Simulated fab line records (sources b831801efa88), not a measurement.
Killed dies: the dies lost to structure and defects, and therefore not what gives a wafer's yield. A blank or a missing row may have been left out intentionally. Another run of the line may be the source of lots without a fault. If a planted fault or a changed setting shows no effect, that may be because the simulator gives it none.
A single fault, viewed from 2 desks | flow sky130 | numbers are kept per desk, each desk with only its own; the story behind them comes last

== DESK OF THE TOOL OWNER: rie-diel-04 ==
The tool's own readings at SKY_LI_CONTACT_ETCH_14 (etches BARC in N2/H2, stops on SiO2, time 45.9 s, target depth 60 nm): means of the sampled wafers that have a number, for each lot that ran on this tool. Marked OUT: a lot whose mean sits more than 4 standard deviations from the usual mean, which makes it out of limits; the brackets give that distance.
Columns: A = drypump-motor-current-A at SKY_LI_CONTACT_ETCH_14, usual 5.8 A; B = oes-product-au at SKY_LI_CONTACT_ETCH_14, usual 0.855 a.u.; C = throttle-valve-pct at SKY_LI_CONTACT_ETCH_14, usual 13.225 %
lot  | first seen here | A   | B     | C
L653 | day 33 08:02    | 6.1 | 0.860 | 13.230
L657 | day 34 15:41    | 6.1 | 0.851 | 13.228
This desk's verdict: no lot among the 2 shows anything out of limits.

== FROM THE METROLOGY DESK ==
Lot by lot, what the gauges showed, no matter which tool ran the lot: averages of those sampled wafers that carry a number. Marked OUT: a lot whose mean sits more than 4 standard deviations from the usual mean, which makes it out of limits; the brackets give that distance.
Columns: A = LI_CONTACT_BOW at SKY_LI_CONTACT_BOW_MEAS_03, usual 55 um; B = cd-nm at SKY_LI_CONTACT_CD_MEAS_12, usual 169.7 nm; C = LI_CONTACT_OVL at SKY_LI_CONTACT_OVL_MEAS_13, usual -1 nm
lot  | first seen here | A  | B     | C
L652 | day 31 20:14    | 55 | 168.7 | 1
L653 | day 32 04:02    | 56 | 167.6 | 7
L657 | day 33 11:50    | 63 | 170.8 | -3
L658 | day 33 17:58    | 60 | 168.2 | -4
L665 | day 35 12:00    | 58 | 170.4 | -1
This desk's verdict: no lot among the 5 shows anything out of limits.

== TAKEN TOGETHER ==
The desk of the tool owner found nothing out of limits.
Nothing out of limits was seen by the metrology desk.

== WHAT THE SIMULATOR PUT IN ==
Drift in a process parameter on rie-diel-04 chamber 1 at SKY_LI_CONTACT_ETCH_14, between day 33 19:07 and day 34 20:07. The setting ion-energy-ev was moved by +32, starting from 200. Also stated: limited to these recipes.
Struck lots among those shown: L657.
